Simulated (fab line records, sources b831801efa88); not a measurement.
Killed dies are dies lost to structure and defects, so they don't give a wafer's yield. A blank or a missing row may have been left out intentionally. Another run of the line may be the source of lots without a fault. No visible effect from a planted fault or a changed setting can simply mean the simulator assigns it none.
A sampling plan put to the test + flow sky130 + one line in one fab, 47 faults in these records, each fault weighed on the records of the lots it struck
The plan is the line's own looks: the steps of the route at which a gauge or an inspection reads the wafer and doesn't change it. Where struck wafers have a number at a look and the file lists that look's usual mean and standard deviation on fault-free wafers, the look can be judged. Caught: at a look after the fault's first step, the mean of the struck wafers lies 4 or more of those standard deviations (sigma) from the usual mean. On the tool: the same test on the tool's own readings at the fault's steps. If the struck wafers alone have a blank record, or they carry another recipe, that too counts as caught.

THE FAULTS, as the simulator had put them in
1. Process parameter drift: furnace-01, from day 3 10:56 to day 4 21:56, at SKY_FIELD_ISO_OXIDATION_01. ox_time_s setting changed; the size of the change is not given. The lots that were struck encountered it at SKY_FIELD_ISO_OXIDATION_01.
2. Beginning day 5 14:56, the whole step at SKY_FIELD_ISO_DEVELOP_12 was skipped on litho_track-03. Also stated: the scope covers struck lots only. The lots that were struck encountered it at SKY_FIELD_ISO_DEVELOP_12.
3. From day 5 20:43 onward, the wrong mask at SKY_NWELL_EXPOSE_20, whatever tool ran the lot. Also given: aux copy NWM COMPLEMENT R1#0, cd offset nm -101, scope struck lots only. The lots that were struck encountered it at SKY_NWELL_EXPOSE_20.
4. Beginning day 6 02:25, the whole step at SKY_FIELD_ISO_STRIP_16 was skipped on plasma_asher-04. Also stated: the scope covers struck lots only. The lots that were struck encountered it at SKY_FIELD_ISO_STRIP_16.
5. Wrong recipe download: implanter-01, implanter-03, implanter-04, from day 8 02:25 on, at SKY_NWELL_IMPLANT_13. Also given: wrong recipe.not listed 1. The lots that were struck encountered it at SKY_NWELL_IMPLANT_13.
6. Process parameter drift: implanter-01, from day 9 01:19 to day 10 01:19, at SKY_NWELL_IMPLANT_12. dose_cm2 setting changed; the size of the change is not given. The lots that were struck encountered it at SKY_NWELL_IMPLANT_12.
7. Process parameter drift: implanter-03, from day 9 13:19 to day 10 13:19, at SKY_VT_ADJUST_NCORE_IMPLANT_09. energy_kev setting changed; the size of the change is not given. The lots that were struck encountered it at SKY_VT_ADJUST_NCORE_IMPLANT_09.
8. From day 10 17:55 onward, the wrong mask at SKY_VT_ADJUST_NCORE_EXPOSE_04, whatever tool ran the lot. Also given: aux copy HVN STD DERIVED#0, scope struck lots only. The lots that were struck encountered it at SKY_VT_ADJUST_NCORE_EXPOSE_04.
9. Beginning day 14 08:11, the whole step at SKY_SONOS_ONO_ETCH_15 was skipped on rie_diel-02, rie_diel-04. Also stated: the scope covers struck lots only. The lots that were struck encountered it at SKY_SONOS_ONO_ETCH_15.
10. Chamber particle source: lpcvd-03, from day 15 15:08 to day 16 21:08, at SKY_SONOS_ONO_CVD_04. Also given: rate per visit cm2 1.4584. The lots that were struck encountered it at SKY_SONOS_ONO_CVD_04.
11. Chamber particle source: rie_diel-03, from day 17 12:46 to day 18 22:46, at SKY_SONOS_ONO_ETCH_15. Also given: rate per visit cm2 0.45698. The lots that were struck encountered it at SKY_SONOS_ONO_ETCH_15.
12. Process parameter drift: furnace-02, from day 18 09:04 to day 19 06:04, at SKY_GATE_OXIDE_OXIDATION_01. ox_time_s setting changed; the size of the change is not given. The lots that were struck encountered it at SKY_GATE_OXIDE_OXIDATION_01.
13. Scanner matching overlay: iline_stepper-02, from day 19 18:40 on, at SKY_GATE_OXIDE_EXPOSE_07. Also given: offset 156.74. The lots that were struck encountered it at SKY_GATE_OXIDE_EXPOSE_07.
14. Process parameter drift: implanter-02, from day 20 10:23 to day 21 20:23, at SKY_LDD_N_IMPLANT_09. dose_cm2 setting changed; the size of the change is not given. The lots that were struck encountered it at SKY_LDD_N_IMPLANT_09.
15. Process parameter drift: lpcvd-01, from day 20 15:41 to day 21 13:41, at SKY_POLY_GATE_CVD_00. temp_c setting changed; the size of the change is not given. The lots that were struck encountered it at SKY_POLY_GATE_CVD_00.
16. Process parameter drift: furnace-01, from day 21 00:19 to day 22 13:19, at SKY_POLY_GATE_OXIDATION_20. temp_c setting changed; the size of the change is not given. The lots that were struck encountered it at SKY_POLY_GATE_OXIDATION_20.
17. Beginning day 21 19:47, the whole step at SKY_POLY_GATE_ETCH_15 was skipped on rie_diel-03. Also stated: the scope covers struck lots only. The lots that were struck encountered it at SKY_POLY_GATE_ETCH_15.
18. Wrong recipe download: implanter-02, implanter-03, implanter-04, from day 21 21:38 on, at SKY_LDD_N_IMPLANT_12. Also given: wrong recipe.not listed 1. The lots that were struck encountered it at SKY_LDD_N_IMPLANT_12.
19. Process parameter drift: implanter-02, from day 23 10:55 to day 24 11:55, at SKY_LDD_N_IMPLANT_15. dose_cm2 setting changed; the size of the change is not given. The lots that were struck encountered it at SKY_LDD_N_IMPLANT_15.
20. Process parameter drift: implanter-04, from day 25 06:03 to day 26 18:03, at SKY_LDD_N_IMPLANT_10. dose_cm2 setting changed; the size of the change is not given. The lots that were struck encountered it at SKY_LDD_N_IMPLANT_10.
21. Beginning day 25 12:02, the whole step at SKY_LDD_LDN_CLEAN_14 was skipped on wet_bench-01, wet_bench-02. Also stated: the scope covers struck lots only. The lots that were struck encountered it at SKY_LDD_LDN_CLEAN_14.
22. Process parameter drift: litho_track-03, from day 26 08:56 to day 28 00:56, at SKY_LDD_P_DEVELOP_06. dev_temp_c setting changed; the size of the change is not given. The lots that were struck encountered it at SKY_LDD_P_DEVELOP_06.
23. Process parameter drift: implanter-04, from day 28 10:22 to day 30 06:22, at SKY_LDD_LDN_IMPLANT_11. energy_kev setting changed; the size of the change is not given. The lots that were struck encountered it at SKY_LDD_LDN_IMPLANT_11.
24. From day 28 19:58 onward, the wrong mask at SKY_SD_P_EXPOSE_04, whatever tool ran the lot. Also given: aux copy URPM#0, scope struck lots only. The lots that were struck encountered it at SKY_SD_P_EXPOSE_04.
25. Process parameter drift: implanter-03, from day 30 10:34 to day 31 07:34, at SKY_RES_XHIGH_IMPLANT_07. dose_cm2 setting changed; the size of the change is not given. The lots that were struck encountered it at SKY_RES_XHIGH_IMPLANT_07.
26. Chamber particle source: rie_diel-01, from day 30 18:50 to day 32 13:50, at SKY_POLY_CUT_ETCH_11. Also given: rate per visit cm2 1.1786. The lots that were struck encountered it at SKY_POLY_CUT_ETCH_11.
27. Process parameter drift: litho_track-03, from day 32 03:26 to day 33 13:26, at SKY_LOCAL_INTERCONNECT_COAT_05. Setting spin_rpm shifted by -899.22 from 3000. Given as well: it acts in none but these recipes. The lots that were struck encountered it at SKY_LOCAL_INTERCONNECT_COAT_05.
28. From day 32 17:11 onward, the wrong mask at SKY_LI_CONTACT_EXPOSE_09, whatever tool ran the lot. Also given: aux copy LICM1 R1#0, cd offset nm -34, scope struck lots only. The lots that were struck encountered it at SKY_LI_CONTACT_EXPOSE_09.
29. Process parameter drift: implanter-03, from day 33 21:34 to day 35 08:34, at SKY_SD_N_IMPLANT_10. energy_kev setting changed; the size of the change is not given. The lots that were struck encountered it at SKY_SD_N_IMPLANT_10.
30. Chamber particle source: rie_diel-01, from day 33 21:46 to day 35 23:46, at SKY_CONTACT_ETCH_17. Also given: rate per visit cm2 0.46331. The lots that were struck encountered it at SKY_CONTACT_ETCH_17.
31. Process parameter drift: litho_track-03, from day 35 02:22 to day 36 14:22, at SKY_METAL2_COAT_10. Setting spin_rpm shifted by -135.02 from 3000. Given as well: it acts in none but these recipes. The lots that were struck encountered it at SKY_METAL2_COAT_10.
32. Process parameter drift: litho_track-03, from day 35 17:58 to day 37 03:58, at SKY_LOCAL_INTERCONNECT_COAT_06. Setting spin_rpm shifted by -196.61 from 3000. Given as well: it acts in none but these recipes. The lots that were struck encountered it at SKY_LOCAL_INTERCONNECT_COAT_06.
33. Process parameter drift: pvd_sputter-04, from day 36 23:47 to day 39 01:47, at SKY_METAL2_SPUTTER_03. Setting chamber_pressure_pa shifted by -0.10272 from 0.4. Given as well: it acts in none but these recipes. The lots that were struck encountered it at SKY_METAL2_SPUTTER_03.
34. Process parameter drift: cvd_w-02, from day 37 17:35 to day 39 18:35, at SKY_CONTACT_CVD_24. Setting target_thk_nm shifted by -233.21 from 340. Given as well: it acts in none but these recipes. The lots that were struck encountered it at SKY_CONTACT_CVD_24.
35. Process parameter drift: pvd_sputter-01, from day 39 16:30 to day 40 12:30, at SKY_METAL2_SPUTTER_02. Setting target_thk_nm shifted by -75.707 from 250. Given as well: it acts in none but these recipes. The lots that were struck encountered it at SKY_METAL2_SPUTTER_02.
36. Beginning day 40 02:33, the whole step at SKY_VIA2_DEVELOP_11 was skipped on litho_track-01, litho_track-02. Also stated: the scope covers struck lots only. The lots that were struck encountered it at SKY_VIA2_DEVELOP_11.
37. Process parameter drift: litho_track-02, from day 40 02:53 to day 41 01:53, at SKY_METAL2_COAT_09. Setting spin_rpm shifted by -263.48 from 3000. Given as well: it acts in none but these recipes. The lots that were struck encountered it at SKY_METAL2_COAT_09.
38. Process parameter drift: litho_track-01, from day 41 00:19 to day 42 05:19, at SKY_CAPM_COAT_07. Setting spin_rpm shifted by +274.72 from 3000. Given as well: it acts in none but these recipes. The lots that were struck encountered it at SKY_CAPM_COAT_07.
39. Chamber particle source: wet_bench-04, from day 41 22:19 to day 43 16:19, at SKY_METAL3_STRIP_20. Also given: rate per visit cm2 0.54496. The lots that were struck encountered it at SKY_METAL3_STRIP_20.
40. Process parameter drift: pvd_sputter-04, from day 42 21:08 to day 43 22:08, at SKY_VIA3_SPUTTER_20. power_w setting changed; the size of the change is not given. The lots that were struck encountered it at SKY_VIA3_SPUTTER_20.
41. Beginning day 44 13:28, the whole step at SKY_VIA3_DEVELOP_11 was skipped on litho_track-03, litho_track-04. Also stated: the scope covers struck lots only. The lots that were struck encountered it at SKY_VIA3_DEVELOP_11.
42. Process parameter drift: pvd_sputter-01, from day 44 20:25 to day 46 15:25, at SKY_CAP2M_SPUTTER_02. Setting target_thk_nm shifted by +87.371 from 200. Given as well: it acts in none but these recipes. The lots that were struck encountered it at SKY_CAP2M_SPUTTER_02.
43. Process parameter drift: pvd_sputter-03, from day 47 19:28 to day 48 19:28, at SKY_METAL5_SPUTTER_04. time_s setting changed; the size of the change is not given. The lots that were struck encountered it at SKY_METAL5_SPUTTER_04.
44. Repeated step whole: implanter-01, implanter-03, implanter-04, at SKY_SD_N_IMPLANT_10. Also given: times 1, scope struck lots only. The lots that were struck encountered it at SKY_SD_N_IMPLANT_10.
45. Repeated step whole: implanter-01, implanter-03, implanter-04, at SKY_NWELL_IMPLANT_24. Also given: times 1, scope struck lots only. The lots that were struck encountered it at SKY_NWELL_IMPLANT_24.
46. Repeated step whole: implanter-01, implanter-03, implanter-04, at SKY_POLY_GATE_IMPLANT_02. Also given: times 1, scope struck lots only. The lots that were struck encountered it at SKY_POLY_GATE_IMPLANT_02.
47. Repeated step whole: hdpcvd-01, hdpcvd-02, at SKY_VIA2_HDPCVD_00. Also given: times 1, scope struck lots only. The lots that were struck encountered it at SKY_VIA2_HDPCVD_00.

WHAT THE PLAN SAW
| fault | on the tool itself                               | first look that catches it                      | reading, sigma                                    | median hours from its first step to that look | hours from the fault's start to the first struck lot there | judged looks passed uncaught |
|-------|--------------------------------------------------|-------------------------------------------------|---------------------------------------------------|-----------------------------------------------|------------------------------------------------------------|------------------------------|
| 1     | under 2 sigma                                    | SKY_FIELD_ISO_THK_MEAS_02                       | FIELD_ISO_OXIDATION_00_THK -6.8                   | 1.5                                           | 4                                                          | 0                            |
| 2     | no reading that can be judged                    | no look after it can be judged                  | -                                                 | -                                             | -                                                          | 0                            |
| 3     | no reading that can be judged                    | no look after it can be judged                  | -                                                 | -                                             | -                                                          | 0                            |
| 4     | the tool's record is blank for the struck wafers | no look after it can be judged                  | -                                                 | -                                             | -                                                          | 0                            |
| 5     | no reading that can be judged                    | not the one look that can be judged after it    | -                                                 | -                                             | -                                                          | 1                            |
| 6     | dose_ions_cm2 +99 or beyond sigma                | none of the 2 looks that can be judged after it | strongest: NWELL_RS at SKY_NWELL_RS_MEAS_29, -3.1 | -                                             | -                                                          | 2                            |
| 7     | beam_energy_keV -99 or beyond sigma              | SKY_VT_ADJUST_NCORE_TW_MEAS_11                  | VT_ADJUST_NCORE_TW -4.0                           | 0.2                                           | 9                                                          | 0                            |
| 8     | no reading that can be judged                    | SKY_VT_ADJUST_NCORE_TW_MEAS_11                  | VT_ADJUST_NCORE_TW -34                            | 12.0                                          | 20                                                         | 0                            |
| 9     | the tool's record is blank for the struck wafers | no look after it can be judged                  | -                                                 | -                                             | -                                                          | 0                            |
| 10    | under 2 sigma                                    | no look after it can be judged                  | -                                                 | -                                             | -                                                          | 0                            |
| 11    | under 2 sigma                                    | not the one look that can be judged after it    | -                                                 | -                                             | -                                                          | 1                            |
| 12    | under 2 sigma                                    | SKY_GATE_OXIDE_THK_MEAS_02                      | GATE_OXIDE_OXIDATION_00_THK +11                   | 1.4                                           | 9                                                          | 0                            |
| 13    | no reading that can be judged                    | SKY_GATE_OXIDE_OVL_MEAS_10                      | GATE_OXIDE_OVL +99 or beyond                      | 14.9                                          | 22                                                         | 0                            |
| 14    | dose_ions_cm2 -99 or beyond sigma                | not the one look that can be judged after it    | -                                                 | -                                             | -                                                          | 1                            |
| 15    | susceptor_temp_C -84 sigma                       | SKY_POLY_GATE_THK_MEAS_01                       | POLY_GATE_CVD_00_THK -43                          | 1.8                                           | 4                                                          | 0                            |
| 16    | spike_tc_centre_C +32 sigma                      | SKY_POLY_GATE_THK_MEAS_21                       | POLY_GATE_OXIDATION_THK +26                       | 1.3                                           | 13                                                         | 0                            |
| 17    | the tool's record is blank for the struck wafers | no look after it can be judged                  | -                                                 | -                                             | -                                                          | 0                            |
| 18    | under 2 sigma                                    | no look after it can be judged                  | -                                                 | -                                             | -                                                          | 0                            |
| 19    | dose_ions_cm2 +99 or beyond sigma                | no look after it can be judged                  | -                                                 | -                                             | -                                                          | 0                            |
| 20    | dose_ions_cm2 +99 or beyond sigma                | SKY_LDD_N_TW_MEAS_17                            | LDD_N_TW +5.4                                     | 1.0                                           | 17                                                         | 0                            |
| 21    | the tool's record is blank for the struck wafers | no look after it can be judged                  | -                                                 | -                                             | -                                                          | 0                            |
| 22    | developer_temp_C -8.3 sigma                      | none of the 2 looks that can be judged after it | -                                                 | -                                             | -                                                          | 2                            |
| 23    | beam_energy_keV +99 or beyond sigma              | no look after it can be judged                  | -                                                 | -                                             | -                                                          | 0                            |
| 24    | under 2 sigma                                    | SKY_SD_P_TW_MEAS_11                             | SD_P_TW -72                                       | 14.2                                          | 15                                                         | 0                            |
| 25    | dose_ions_cm2 -99 or beyond sigma                | SKY_RES_XHIGH_TW_MEAS_09                        | RES_XHIGH_TW -37                                  | 0.2                                           | 3                                                          | 0                            |
| 26    | under 2 sigma                                    | not the one look that can be judged after it    | -                                                 | -                                             | -                                                          | 1                            |
| 27    | spin_speed_rpm -99 or beyond sigma               | no look after it can be judged                  | -                                                 | -                                             | -                                                          | 0                            |
| 28    | no reading that can be judged                    | SKY_LI_CONTACT_CD_MEAS_12                       | cd_nm -23                                         | 12.9                                          | 21                                                         | 0                            |
| 29    | beam_energy_keV +99 or beyond sigma              | no look after it can be judged                  | -                                                 | -                                             | -                                                          | 0                            |
| 30    | under 2 sigma                                    | not the one look that can be judged after it    | -                                                 | -                                             | -                                                          | 1                            |
| 31    | spin_speed_rpm -75 sigma                         | none of the 2 looks that can be judged after it | -                                                 | -                                             | -                                                          | 2                            |
| 32    | spin_speed_rpm -98 sigma                         | no look after it can be judged                  | -                                                 | -                                             | -                                                          | 0                            |
| 33    | chamber_pressure_pa -99 or beyond sigma          | no look after it can be judged                  | -                                                 | -                                             | -                                                          | 0                            |
| 34    | under 2 sigma                                    | SKY_CONTACT_RS_MEAS_25                          | CONTACT_W_RS +99 or beyond                        | 0.1                                           | 5                                                          | 0                            |
| 35    | under 2 sigma                                    | SKY_METAL2_RS_MEAS_05                           | METAL2_ALCU_RS +35                                | 0.1                                           | 2                                                          | 0                            |
| 36    | no reading that can be judged                    | no look after it can be judged                  | -                                                 | -                                             | -                                                          | 0                            |
| 37    | spin_speed_rpm -99 or beyond sigma               | no look after it can be judged                  | -                                                 | -                                             | -                                                          | 0                            |
| 38    | spin_speed_rpm +99 or beyond sigma               | no look after it can be judged                  | -                                                 | -                                             | -                                                          | 0                            |
| 39    | under 2 sigma                                    | not the one look that can be judged after it    | -                                                 | -                                             | -                                                          | 1                            |
| 40    | cathode_dc_power_W -99 or beyond sigma           | no look after it can be judged                  | -                                                 | -                                             | -                                                          | 0                            |
| 41    | no reading that can be judged                    | no look after it can be judged                  | -                                                 | -                                             | -                                                          | 0                            |
| 42    | under 2 sigma                                    | SKY_CAP2M_RS_MEAS_03                            | CAP2M_TIN_RS -23                                  | 0.1                                           | 2                                                          | 0                            |
| 43    | under 2 sigma                                    | SKY_METAL5_THK_MEAS_06                          | METAL5_ALCU_THK +5.2                              | 0.2                                           | 2                                                          | 0                            |
| 44    | no reading that can be judged                    | SKY_SD_N_RS_MEAS_16                             | SD_N_RS -19                                       | 0.9                                           | -                                                          | 0                            |
| 45    | under 2 sigma                                    | SKY_NWELL_TW_MEAS_26                            | NWELL_2_TW +15                                    | 0.6                                           | -                                                          | 0                            |
| 46    | no reading that can be judged                    | no look after it can be judged                  | -                                                 | -                                             | -                                                          | 0                            |
| 47    | under 2 sigma                                    | SKY_VIA2_THK_MEAS_01                            | VIA2_HDPCVD_THK +98                               | 0.4                                           | -                                                          | 0                            |
A dash: the fault isn't caught, or these records don't give the number.

Caught at a look: 18 of 47. Caught on the tool: 22 of 47. By one or the other: 35 of 47.
Faults 4, 6, 9, 14, 17, 19, 21, 22, 23, 27, 29, 31, 32, 33, 37, 38, 40 were caught on the tool alone.
Caught at a look alone: faults 1, 8, 12, 13, 24, 28, 34, 35, 42, 43, 44, 45, 47.
Caught by neither: faults 2, 3, 5, 10, 11, 18, 26, 30, 36, 39, 41, 46.

THINNER SAMPLING
Were the look that catches a fault to measure just every second or every third lot (counted by lot number), the first struck lot would, at worst, be measured this late:
| fault | struck lots at that look, in order of time | every lot | every second lot | every third lot |
|-------|--------------------------------------------|-----------|------------------|-----------------|
| 1     | L122, L123                                 | 4 h       | 8 h              | may miss all 2  |
| 7     | L929, L928                                 | 9 h       | 10 h             | may miss all 2  |
| 8     | L520                                       | 20 h      | may miss it      | may miss it     |
| 12    | L301, L304, L305                           | 9 h       | 14 h             | may miss all 3  |
| 13    | L521, L524                                 | 22 h      | 51 h             | may miss all 2  |
| 15    | L907, L908                                 | 4 h       | 8 h              | may miss all 2  |
| 16    | L421, L422                                 | 13 h      | 30 h             | may miss all 2  |
| 20    | L267, L266, L268                           | 17 h      | 21 h             | 36 h            |
| 24    | L470                                       | 15 h      | may miss it      | may miss it     |
| 25    | L809, L810                                 | 3 h       | 4 h              | may miss all 2  |
| 28    | L845                                       | 21 h      | may miss it      | may miss it     |
| 34    | L801, L802                                 | 5 h       | 28 h             | may miss all 2  |
| 35    | L674, L676                                 | 2 h       | may miss all 2   | may miss all 2  |
| 42    | L309, L311, L313                           | 2 h       | may miss all 3   | 31 h            |
| 43    | L900, L901                                 | 2 h       | 5 h              | may miss all 2  |
Hours: fault start to first struck lot measured. The test against the limit of 4 sigma pooled every struck wafer, which means one lot taken alone may stay below that limit. Other struck lots may not be in these records.

THE LONGEST TIMED WAY FROM STEP TO LOOK
Fault 13: median gap of 14.9 hours between SKY_GATE_OXIDE_EXPOSE_07 and SKY_GATE_OXIDE_OVL_MEAS_10. No look between them can be judged.
